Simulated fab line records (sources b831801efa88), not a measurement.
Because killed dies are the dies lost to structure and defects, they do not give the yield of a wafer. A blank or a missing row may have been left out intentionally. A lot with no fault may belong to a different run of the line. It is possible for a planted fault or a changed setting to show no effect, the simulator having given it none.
Which of the tools did it? | flow sfq_line | 13 lots with 39 wafers sampled at 3 steps, on a route of 325 steps

## WHAT THE GAUGES READ, wafer by wafer
SFQ_M7_RS_MEAS_943: measures by four-point-probe.
lot  | measured     | on            | M7_NB_RS (ohm/sq)
L117 | day 78 15:54 | film_metro-04 | 0.883 0.893 0.881
L118 | day 78 17:02 | film_metro-04 | 0.898 0.901 0.895
L119 | day 83 03:37 | film_metro-02 | 0.885 0.891 0.890
L120 | day 83 07:38 | film_metro-04 | 0.888 0.891 0.894
L121 | day 83 08:14 | film_metro-03 | 0.907 0.905 0.896
L123 | day 83 10:40 | film_metro-02 | 0.883 0.888 0.879
L125 | day 83 17:16 | film_metro-04 | 0.891 0.893 0.881
L126 | day 83 17:50 | film_metro-02 | 0.895 0.897 0.899
L127 | day 83 19:02 | film_metro-04 | 0.891 0.898 0.893
L128 | day 83 23:50 | film_metro-03 | 0.877 0.884 0.886
L130 | day 84 04:42 | film_metro-03 | 0.888 0.887 0.885
L139 | day 89 00:06 | film_metro-02 | 0.883 0.880 0.887
L140 | day 89 01:19 | film_metro-04 | 0.893 0.895 0.895

## EACH LOT AND THE TOOL THAT RAN IT (in order: tool; ch and the chambers of the sampled wafers; start)
lot  | SFQ_TRILAYER_I5_BARC_OPEN_VIA_ETCH_200 | SFQ_TRILAYER_I6_VIA_BARC_OPEN_VIA_ETCH_235
L117 | rie_diel-01 ch 1,2, day 69 14:38       | rie_diel-04 ch 0,2,3, day 78 14:37
L118 | rie_diel-01 ch 1,2,3, day 71 17:02     | rie_diel-03 ch 1,2,3, day 78 15:56
L119 | rie_diel-02 ch 1,2,3, day 74 15:53     | rie_diel-02 ch 1,2,3, day 83 02:24
L120 | rie_diel-01 ch 0,2,3, day 74 17:05     | rie_diel-03 ch 1,2,3, day 83 06:00
L121 | rie_diel-03 ch 1,2, day 74 18:17       | rie_diel-04 ch 2,3, day 83 07:12
L123 | rie_diel-03 ch 1,2,3, day 75 01:10     | rie_diel-03 ch 1,3, day 83 09:36
L125 | rie_diel-03 ch 0,3, day 75 04:46       | rie_diel-02 ch 1,2,3, day 83 15:36
L126 | rie_diel-02 ch 2,3, day 75 07:10       | rie_diel-03 ch 0,1,3, day 83 16:48
L127 | rie_diel-03 ch 0,3, day 75 09:34       | rie_diel-04 ch 0,1,2, day 83 18:00
L128 | rie_diel-01 ch 1,2, day 75 11:58       | rie_diel-04 ch 0,1, day 83 22:48
L130 | rie_diel-01 ch 1,2, day 75 16:46       | rie_diel-04 ch 0,1,3, day 84 03:36
L139 | rie_diel-02 ch 0,2,3, day 84 22:48     | rie_diel-04 ch 0,2,3, day 88 23:03
L140 | rie_diel-01 ch 0,2,3, day 85 01:12     | rie_diel-02 ch 0,3, day 89 00:15
- SFQ_TRILAYER_I5_BARC_OPEN_VIA_ETCH_200: etches BARC in O2, target depth 125 nm, time 41.7 s.
- SFQ_TRILAYER_I6_VIA_BARC_OPEN_VIA_ETCH_235: etches BARC in O2, target depth 125 nm, time 41.7 s.

## AS READ BY THE TOOLS THEMSELVES (means over the sampled wafers that have a number; for cases with no such wafer, the mark the record gives instead)
SFQ_TRILAYER_I5_BARC_OPEN_VIA_ETCH_200.
lot  | tool        | bias_w (W) | drypump_motor_current_A (A) | oes_product_au (a.u.)
L117 | rie_diel-01 | 79.89      | 6.2                         | 0.683
L118 | rie_diel-01 | 79.86      | 6.3                         | 0.689
L119 | rie_diel-02 | 79.87      | 5.3                         | 0.688
L120 | rie_diel-01 | 80.00      | 6.0                         | 0.686
L121 | rie_diel-03 | 80.10      | 6.0                         | 0.686
L123 | rie_diel-03 | 80.06      | 5.8                         | 0.683
L125 | rie_diel-03 | 80.10      | 6.0                         | 0.689
L126 | rie_diel-02 | 79.87      | 5.7                         | 0.688
L127 | rie_diel-03 | 79.81      | 6.0                         | 0.689
L128 | rie_diel-01 | 80.09      | 6.4                         | 0.683
L130 | rie_diel-01 | 80.13      | 6.1                         | 0.682
L139 | rie_diel-02 | 79.79      | 5.6                         | 0.687
L140 | rie_diel-01 | 80.20      | 5.9                         | 0.686

SFQ_TRILAYER_I6_VIA_BARC_OPEN_VIA_ETCH_235.
lot  | tool        | bias_w (W) | drypump_motor_current_A (A) | oes_product_au (a.u.)
L117 | rie_diel-04 | 79.96      | 5.7                         | 0.687
L118 | rie_diel-03 | 80.29      | 5.8                         | 0.685
L119 | rie_diel-02 | 80.18      | 5.3                         | 0.686
L120 | rie_diel-03 | 80.06      | 5.8                         | 0.686
L121 | rie_diel-04 | 79.91      | 5.8                         | 0.679
L123 | rie_diel-03 | 80.17      | 5.7                         | 0.689
L125 | rie_diel-02 | 80.00      | 5.4                         | 0.688
L126 | rie_diel-03 | 80.06      | 5.9                         | 0.681
L127 | rie_diel-04 | 80.15      | 5.6                         | 0.690
L128 | rie_diel-04 | 80.25      | 5.9                         | 0.683
L130 | rie_diel-04 | 79.86      | 6.0                         | 0.679
L139 | rie_diel-04 | 80.12      | 5.6                         | 0.682
L140 | rie_diel-02 | 80.00      | 5.5                         | 0.686

## THE ANSWER, worked out from the rows above alone
Rule: what is usual is taken from the lots themselves. Put in order of their means at a reading, lots are off if they are a third of the lots or fewer, leave a main group of 4 or more, and stand apart from it by a gap of 3 or more times the standard deviation of the main group's means; of several such gaps the widest counts. If all means in a main group match to the digits the tables above print for the reading, that group is not used. A lot without any number at a reading at which 4 lots or more have one is off too. Where the step has rows for the other lots, those lots are counted as sound. Order of review: gauges by route order, followed by the tools' own readings, for which a lot's mean as printed above is used. The first step at which some lot is off is used, and at that step the reading that is off furthest; a lot without a number counts as furthest.
Nothing can be told from this: no lot is off at any reading shown.

## WHAT WAS PUT IN BY THE SIMULATOR
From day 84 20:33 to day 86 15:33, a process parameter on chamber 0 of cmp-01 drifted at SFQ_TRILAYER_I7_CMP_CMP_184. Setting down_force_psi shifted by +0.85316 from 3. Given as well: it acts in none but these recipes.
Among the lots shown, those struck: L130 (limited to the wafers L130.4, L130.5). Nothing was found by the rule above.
